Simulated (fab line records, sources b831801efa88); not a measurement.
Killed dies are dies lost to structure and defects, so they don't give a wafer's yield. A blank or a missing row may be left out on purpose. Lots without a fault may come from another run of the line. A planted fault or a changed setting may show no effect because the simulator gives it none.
fab line records | flow sky130
record lots=6 wafers=18 last_day=50
route steps=708 shown VIA2@523 METAL3@532 PAD_OPEN@708
lots that met no fault: from a run of the same line without faults
start_h: hours from the record's first day to the start of the lot's first wafer shown | wait_h: hours since the lot's step before | " the same as in the row above | L1.1+2: a row that stands for several wafers | - no value, or no start given | * or withheld: withheld | < > ~ a bound
route shown NAME@n: a module of which the file shows steps, and the number in the route of the first | usual: mean/standard deviation of fault-free wafers | same: alike in all rows | chamber/n: place in a boat | sites: the reading at each site | _std_site: their standard deviation | _edge_site: outer sites' mean less inner sites' | radius_mm: how far each site lies from the wafer's centre | mask NAME#n: copy n | behind: the tool/chamber that last shaped the wafer | hold: why the lot was held/for how many hours/how that ended | device: the transistor (n, p or np) that didn't switch | end of line: the same wafers' tests at the end of the route | a step without rows: its recipe alone | killed: dies lost to structure and defects at the first sort, not the wafer's yield | map: a wafer's dies, x killed, . not, _ none there
set.NAME: the setting as run; set.NAME@STEP: as run at that earlier step | model.NAME: the simulator's own value behind a step, which no gauge read
lots at some steps of the route; a table a step, a row a wafer
services: from which hour (start_h, from the record's first day; less than 0 if before it) a tool's chamber was out of use, for how many hours, and why
## steps
# step SKY_VIA2_STRIP_16
# recipe chemistry=O2/N2 power_w=1400 pressure_mtorr=1500 platen_temp_c=withheld o2_flow_sccm=3000 n2_flow_sccm=300 overash_fraction=0.5
# step SKY_VIA2_STRIP_17
# recipe chemistry=post_etch_residue_remover time_s=1200 temp_c=72.5
# step SKY_VIA2_CLEAN_18
# recipe chemistry=IPA time_s=180 temp_c=25
# step SKY_VIA2_CLEAN_19
# recipe chemistry=O3/DIW dry=n2_spin
# step SKY_VIA2_SPUTTER_20
# recipe material=TiN target_thk_nm=20 chamber_pressure_pa=5 power_w=4000 time_s=80
# step SKY_VIA2_CVD_21
# recipe material=W target_thk_nm=420 time_s=126.4 temp_c=400 pressure_torr=40
# usual heater_power_w=890/69
# same time_s=126.4
# columns lot.wafer tool chamber start_h wait_h heater_power_w
L141.1 cvd_w-02 1 842.61 0.0 915
L141.2 " 0 " " 919
L141.6 " 1 " " 898
L143.4 cvd_w-02 0 875.44 0.1 929
L143.5 " 0 " " 957
L143.6 " 1 " " 926
L147.1 cvd_w-01 0 899.40 0.0 800
L147.3 " 1 " " 962
L147.4 " 0 " " 802
L148.1 cvd_w-01 1 912.36 0.0 936
L148.3 " 0 " " 791
L148.5 " 1 " " 950
L160.1 cvd_w-01 1 986.22 0.0 932
L160.3 " 0 " " 776
L160.5 " 0 " " 794
L162.1 cvd_w-02 0 996.56 0.0 957
L162.3 " 0 " " 960
L162.4 " 1 " " 849
# step SKY_VIA2_RS_MEAS_22
# recipe thk_meas_gauge=four-point-probe reads=W_of_VIA2_CVD_21+TiN_of_VIA2_SPUTTER_20
# usual VIA2_W_RS=0.2746/0.0022
# columns lot.wafer tool chamber start_h wait_h VIA2_W_RS[ohm/sq]
L141.1 film_metro-04 - 842.74 0.1 0.2731
L141.2 " - " " 0.2705
L141.6 " - " " 0.2727
L143.4 film_metro-02 - 875.59 0.1 0.2724
L143.5 " - " " 0.2713
L143.6 " - " " 0.2754
L147.1 film_metro-03 - 899.53 0.1 0.2736
L147.3 " - " " 0.2683
L147.4 " - " " 0.2742
L148.1 film_metro-04 - 912.49 0.1 0.2720
L148.3 " - " " 0.2750
L148.5 " - " " 0.2738
L160.1 film_metro-03 - 986.35 0.1 0.2734
L160.3 " - " " 0.2771
L160.5 " - " " 0.2762
L162.1 film_metro-04 - 996.70 0.1 0.2775
L162.3 " - " " 0.2775
L162.4 " - " " 0.2761
# step SKY_VIA2_THK_MEAS_23
# recipe thk_meas_gauge=xrf reads=W_of_VIA2_CVD_21
# usual VIA2_W_THK=430/6.1
# columns lot.wafer tool chamber start_h wait_h VIA2_W_THK[nm]
L141.1 film_metro-04 - 842.86 0.1 432
L141.2 " - " " 435
L141.6 " - " " 436
L143.4 film_metro-02 - 875.68 0.1 443
L143.5 " - " " 446
L143.6 " - " " 439
L147.1 film_metro-03 - 899.65 0.1 421
L147.3 " - " " 431
L147.4 " - " " 421
L148.1 film_metro-04 - 912.61 0.1 432
L148.3 " - " " 430
L148.5 " - " " 432
L160.1 film_metro-03 - 986.47 0.1 432
L160.3 " - " " 427
L160.5 " - " " 427
L162.1 film_metro-04 - 996.82 0.1 429
L162.3 " - " " 433
L162.4 " - " " 434
# step SKY_VIA2_CMP_24
# recipe stop_on=SiO2 t_overpolish_s=20 down_force_psi=3.5 platen_rpm=60 target_thk_nm=0 pad_velocity_m_s=0.94248
# usual motor_current_A=10.5/1.1 overpolish_run_s=20.000/0.0088 slurry_flow_ml_min=150.0/0.48 time_to_endpoint_s=99/3.5
# columns lot.wafer tool chamber start_h wait_h motor_current_A overpolish_run_s slurry_flow_ml_min time_to_endpoint_s
L141.1 cmp-02 2 842.92 0.1 11.4 19.986 149.8 92
L141.2 " 1 " " 10.7 20.019 149.6 91
L141.6 " 2 " " 11.7 19.996 150.0 94
L143.4 cmp-02 0 875.88 0.2 10.9 19.989 149.9 94
L143.5 " 1 " " 11.1 20.004 150.9 94
L143.6 " 2 " " 11.4 20.010 150.1 94
L147.3 cmp-02 2 899.71 0.0 11.0 19.996 150.4 100
L147.4 " 3 " " 11.4 19.994 150.2 100
L147.1 " 1 " " 10.4 19.998 150.1 99
L148.1 cmp-01 1 912.72 0.1 9.0 19.997 149.9 103
L148.3 " 3 " " 11.3 19.997 150.8 100
L148.5 " 1 " " 9.4 20.009 150.2 104
L160.1 cmp-01 0 986.53 0.1 8.9 19.990 149.6 94
L160.3 " 2 " " 11.4 20.004 149.7 97
L160.5 " 0 " " 8.6 19.998 149.9 99
L162.4 cmp-01 3 997.46 0.6 11.7 20.001 149.9 102
L162.1 " 1 " " 9.1 20.005 150.2 100
L162.3 " 2 " " 11.7 20.006 150.0 98
# step SKY_METAL3_SPUTTER_00
# recipe material=Ti target_thk_nm=15 power_w=3000 time_s=10 chamber_pressure_pa=0.4
# usual throttle_valve_pct=30.7/0.65
# same time_s=10
# columns lot.wafer tool chamber start_h wait_h throttle_valve_pct
L141.1 pvd_sputter-04 - 843.22 0.2 29.7
L141.2 " - " " 30.5
L141.6 " - " " 31.8
L143.4 pvd_sputter-04 - 876.05 0.1 30.2
L143.5 " - " " 30.3
L143.6 " - " " 29.5
L147.1 pvd_sputter-04 - 900.01 0.1 29.9
L147.3 " - " " 31.7
L147.4 " - " " 31.6
L148.1 pvd_sputter-04 - 912.97 0.2 31.6
L148.3 " - " " 30.7
L148.5 " - " " 30.5
L160.1 pvd_sputter-04 - 986.83 0.2 30.3
L160.3 " - " " 31.5
L160.5 " - " " 31.5
L162.1 pvd_sputter-04 - 997.76 0.1 29.9
L162.3 " - " " 30.4
L162.4 " - " " 30.6
# step SKY_METAL3_SPUTTER_01
# recipe material=TiN target_thk_nm=20 power_w=6500 time_s=16.7 chamber_pressure_pa=0.4
# usual throttle_valve_pct=30.7/0.67
# same time_s=16.7
# columns lot.wafer tool chamber start_h wait_h throttle_valve_pct
L141.1 pvd_sputter-04 - 843.25 0.0 29.8
L141.2 " - " " 30.3
L141.6 " - " " 31.6
L143.4 pvd_sputter-04 - 876.08 0.0 30.3
L143.5 " - " " 30.6
L143.6 " - " " 29.9
L147.1 pvd_sputter-04 - 900.03 0.0 29.5
L147.3 " - " " 31.6
L147.4 " - " " 31.5
L148.1 pvd_sputter-04 - 912.99 0.0 31.7
L148.3 " - " " 30.8
L148.5 " - " " 30.6
L160.1 pvd_sputter-04 - 986.85 0.0 30.4
L160.3 " - " " 31.6
L160.5 " - " " 31.6
L162.1 pvd_sputter-04 - 997.78 0.0 29.9
L162.3 " - " " 30.5
L162.4 " - " " 30.6
# step SKY_METAL3_SPUTTER_02
# recipe material=AlCu target_thk_nm=735 power_w=10600 time_s=39.1 chamber_pressure_pa=0.4
# usual throttle_valve_pct=30.7/0.65
# same time_s=39.1
# columns lot.wafer tool chamber start_h wait_h throttle_valve_pct
L141.1 pvd_sputter-04 - 843.27 0.0 29.8
L141.2 " - " " 30.7
L141.6 " - " " 31.8
L143.4 pvd_sputter-04 - 876.10 0.0 30.6
L143.5 " - " " 30.4
L143.6 " - " " 29.8
L147.1 pvd_sputter-04 - 900.05 0.0 29.5
L147.3 " - " " 31.8
L147.4 " - " " 31.6
L148.1 pvd_sputter-04 - 913.02 0.0 31.6
L148.3 " - " " 30.6
L148.5 " - " " 30.5
L160.1 pvd_sputter-04 - 986.88 0.0 30.4
L160.3 " - " " 31.5
L160.5 " - " " 31.5
L162.1 pvd_sputter-04 - 997.80 0.0 29.9
L162.3 " - " " 30.4
L162.4 " - " " 30.6
# step SKY_METAL3_SPUTTER_03
# recipe material=Ti target_thk_nm=5 power_w=3000 time_s=3.3 chamber_pressure_pa=0.4
# usual throttle_valve_pct=30.6/0.66
# columns lot.wafer tool chamber start_h wait_h throttle_valve_pct model.Ti_of_METAL3_SPUTTER_03.thk_nm
L141.1 pvd_sputter-04 - 843.31 0.0 29.8 5.034
L141.2 " - " " 30.2 4.928
L141.6 " - " " 31.7 5.04
L143.4 pvd_sputter-04 - 876.14 0.0 30.6 4.927
L143.5 " - " " 30.1 4.956
L143.6 " - " " 29.8 5.007
L147.1 pvd_sputter-04 - 900.09 0.0 29.8 5.041
L147.3 " - " " 31.7 4.973
L147.4 " - " " 31.8 4.98
L148.1 pvd_sputter-04 - 913.06 0.0 31.3 4.926
L148.3 " - " " 30.4 4.975
L148.5 " - " " 30.5 4.94
L160.1 pvd_sputter-04 - 986.92 0.0 30.5 5.202
L160.3 " - " " 31.6 4.933
L160.5 " - " " 31.7 4.958
L162.1 pvd_sputter-04 - 997.84 0.0 29.5 4.891
L162.3 " - " " 30.0 5.295
L162.4 " - " " 30.5 4.95
# step SKY_METAL3_SPUTTER_04
# recipe material=TiN target_thk_nm=70 power_w=6500 time_s=58.3 chamber_pressure_pa=0.4
# step SKY_PAD_OPEN_PROBE_99
# usual defect_limited_yield=82.5/1.8 killed_at_M0_to_M3=43/6.9 killed_at_M4_up=3.1/1.8 killed_at_contacts=24/5.1 killed_at_front_end=15/4.8 killed_at_other=0.3/0.48 killed_dies=86/8.9 killed_open=47/6.8 killed_short=39/6.3 sort_bin_3_pad_short=0.8/0.39 sort_bin_5_function=10.3/1.5 sort_bin_6_memory=6.3/1.1 sort_n_pass=406/8.9 sort_yield_pct=82.5/1.8
# same gross_dies=492 killed_at_back_side=0 sort_bin_4_leakage[%]=0 sort_bin_8_speed[%]=0
# columns lot.wafer tool chamber start_h wait_h defect_limited_yield[%] killed_at_M0_to_M3 killed_at_M4_up killed_at_contacts killed_at_front_end killed_at_other killed_dies killed_open killed_short sort_bin_3_pad_short[%] sort_bin_5_function[%] sort_bin_6_memory[%] sort_n_pass sort_yield_pct[%]
L141.1 prober-02 - 1069.15 0.1 83.1 43 1 25 13 1 83 49 34 0.8 10.6 5.5 409 83.1
L141.2 prober-02 - 1069.20 0.1 81.5 51 4 23 13 0 91 54 37 0.8 9.1 8.5 401 81.5
L141.6 prober-02 - 1069.40 0.2 82.9 46 3 16 19 0 84 41 43 1.0 9.1 6.9 408 82.9
L143.4 prober-02 - 1097.16 0.2 82.5 51 2 19 14 0 86 48 38 0.2 11.4 5.9 406 82.5
L143.5 prober-02 - 1097.21 0.2 81.9 46 5 26 12 0 89 55 34 0.4 11.8 5.9 403 81.9
L143.6 prober-02 - 1097.26 0.2 80.7 49 7 29 10 0 95 56 39 0 12.8 6.5 397 80.7
L147.1 prober-02 - 1114.78 0.1 81.3 47 3 24 18 0 92 52 39 0.6 11.2 6.9 400 81.3
L147.3 prober-02 - 1114.88 0.2 80.7 56 5 21 13 0 95 55 40 0.4 11.6 7.3 397 80.7
L147.4 prober-02 - 1114.93 0.2 82.3 42 3 23 19 0 87 49 36 0.6 11.2 5.9 405 82.3
L148.1 prober-01 - 1126.28 0.1 79.5 53 3 24 21 0 101 55 46 1.6 10.0 8.9 391 79.5
L148.3 prober-01 - 1126.38 0.2 83.3 40 2 28 12 0 82 41 41 0.6 10.0 6.1 410 83.3
L148.5 prober-01 - 1126.48 0.2 86.0 25 3 25 15 1 69 40 29 0.2 9.1 4.7 423 86.0
L160.1 prober-01 - 1182.12 0.1 86.2 31 1 24 11 1 68 39 29 1.0 7.7 5.1 424 86.2
L160.3 prober-01 - 1182.22 0.2 81.9 42 3 29 15 0 89 51 38 0.6 9.8 7.7 403 81.9
L160.5 prober-01 - 1182.32 0.2 81.3 49 1 24 18 0 92 54 37 1.6 11.2 5.9 400 81.3
# killed by level:class
L141.1 VIA1:geometric_particle:open=12 CONTACT:geometric_particle:open=11 VIA3:geometric_particle:open=9 CONTACT:geometric_particle:short=8 METAL1:geometric_particle:short=7 FIELD_ISO:geometric_particle:open=5 METAL3:geometric_particle:short=4 POLY_GATE:geometric_particle:open=3
L141.2 VIA1:geometric_particle:open=10 VIA2:geometric_particle:open=10 LI_CONTACT:geometric_particle:open=9 CONTACT:geometric_particle:short=6 METAL3:geometric_particle:short=6 CONTACT:geometric_particle:open=5 METAL2:geometric_particle:open=5 VIA3:geometric_particle:open=5
L141.6 METAL2:geometric_particle:short=9 CONTACT:geometric_particle:open=8 VIA1:geometric_particle:open=7 VIA2:geometric_particle:open=7 FIELD_ISO:geometric_particle:open=6 VIA3:geometric_particle:open=5 FIELD_ISO:geometric_particle:short=4 POLY_GATE:geometric_particle:open=4
L143.4 VIA1:geometric_particle:open=17 VIA3:geometric_particle:open=8 METAL2:geometric_particle:short=7 LI_CONTACT:geometric_particle:open=6 FIELD_ISO:geometric_particle:short=4 POLY_GATE:geometric_particle:open=4 LOCAL_INTERCONNECT:geometric_particle:short=4 CONTACT:geometric_particle:open=4
L143.5 CONTACT:geometric_particle:open=11 VIA3:geometric_particle:open=10 VIA1:geometric_particle:open=8 LI_CONTACT:geometric_particle:open=7 METAL1:geometric_particle:short=7 VIA2:geometric_particle:open=6 METAL4:geometric_particle:short=4 VIA1:geometric_particle:short=4
L143.6 VIA3:geometric_particle:open=10 VIA2:geometric_particle:open=9 LI_CONTACT:geometric_particle:open=8 VIA1:geometric_particle:open=8 CONTACT:geometric_particle:short=7 CONTACT:geometric_particle:open=7 METAL2:geometric_particle:short=5 METAL4:geometric_particle:short=5
L147.1 VIA1:geometric_particle:open=14 VIA2:geometric_particle:open=10 LI_CONTACT:geometric_particle:open=7 CONTACT:geometric_particle:open=7 LOCAL_INTERCONNECT:geometric_particle:short=7 FIELD_ISO:geometric_particle:short=6 VIA3:geometric_particle:open=6 VIA1:geometric_particle:short=6
L147.3 VIA1:geometric_particle:open=17 VIA2:geometric_particle:open=10 CONTACT:geometric_particle:open=8 POLY_GATE:geometric_particle:short=6 LI_CONTACT:geometric_particle:open=6 VIA1:geometric_particle:short=6 VIA3:geometric_particle:short=5 VIA2:geometric_particle:short=4
L147.4 VIA1:geometric_particle:open=10 CONTACT:geometric_particle:open=9 VIA2:geometric_particle:open=8 METAL2:geometric_particle:short=6 FIELD_ISO:geometric_particle:short=5 METAL1:geometric_particle:short=5 FIELD_ISO:geometric_particle:open=4 LOCAL_INTERCONNECT:geometric_particle:short=4
L148.1 VIA3:geometric_particle:open=13 VIA2:geometric_particle:open=10 FIELD_ISO:geometric_particle:short=7 LOCAL_INTERCONNECT:geometric_particle:short=7 LI_CONTACT:geometric_particle:open=7 VIA1:geometric_particle:open=7 FIELD_ISO:geometric_particle:open=6 METAL1:geometric_particle:short=6
L148.3 CONTACT:geometric_particle:open=10 VIA1:geometric_particle:open=9 METAL3:geometric_particle:short=7 LI_CONTACT:geometric_particle:open=6 CONTACT:geometric_particle:short=6 VIA2:geometric_particle:open=6 VIA1:geometric_particle:short=4 FIELD_ISO:geometric_particle:open=3
L148.5 CONTACT:geometric_particle:open=15 METAL2:geometric_particle:short=8 LI_CONTACT:geometric_particle:open=7 FIELD_ISO:geometric_particle:open=4 POLY_GATE:geometric_particle:short=4 VIA1:geometric_particle:open=4 METAL1:geometric_particle:short=4 VIA2:geometric_particle:open=4
L160.1 LI_CONTACT:geometric_particle:open=8 CONTACT:geometric_particle:open=8 VIA2:geometric_particle:short=5 VIA1:geometric_particle:open=5 FIELD_ISO:geometric_particle:open=4 CONTACT:geometric_particle:short=4 METAL1:geometric_particle:short=4 FIELD_ISO:geometric_particle:short=3
L160.3 CONTACT:geometric_particle:open=11 LI_CONTACT:geometric_particle:open=10 VIA3:geometric_particle:open=9 CONTACT:geometric_particle:short=6 METAL2:geometric_particle:short=6 FIELD_ISO:geometric_particle:open=5 VIA1:geometric_particle:open=4 VIA2:geometric_particle:open=4
L160.5 CONTACT:geometric_particle:open=11 VIA1:geometric_particle:open=10 METAL1:geometric_particle:short=8 VIA3:geometric_particle:open=7 LOCAL_INTERCONNECT:geometric_particle:short=6 FIELD_ISO:geometric_particle:open=5 VIA1:geometric_particle:short=5 VIA2:geometric_particle:open=5
## services
# columns tool chamber start_h hours kind
cvd_w-02 - 850.93 1.1 repair
cmp-01 - 878.97 6.1 pm
pvd_sputter-04 3 886.68 - consumable_replace:kit
pvd_sputter-04 3 886.68 18.0 scheduled_down
pvd_sputter-04 3 886.68 18.0 vent_cycle
cmp-01 - 889.05 4.6 repair
cvd_w-02 - 904.00 14.0 pm
cvd_w-02 0 904.00 14.0 vent_cycle
cvd_w-02 1 904.00 14.0 vent_cycle
pvd_sputter-04 - 911.31 1.6 repair
cmp-01 - 914.89 4.0 pm
cvd_w-02 0 918.00 - clean
cvd_w-02 1 918.00 - clean
cmp-01 - 918.89 - consumable_replace:conditioner
cmp-01 - 918.89 - consumable_replace:pad
cmp-01 - 923.87 5.3 pm
cvd_w-01 - 953.53 6.9 pm
cmp-02 - 996.36 1.1 repair
## key
first_sign none at tools or gauges
model_effect step=SKY_METAL3_SPUTTER_03 value=Ti_of_METAL3_SPUTTER_03.thk_nm without=4.962 struck=5.248
met_at SKY_METAL3_SPUTTER_03
struck_wafers L160.1,L162.3
onset_between 876.14 986.92
fault kind=process_parameter_drift tool=pvd_sputter-04 chamber=- onset_h=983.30 steps=SKY_METAL3_SPUTTER_03 channel=time_s offset=* shape=step end_h=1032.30 acts_in=* stated=* scope=struck_wafers_only
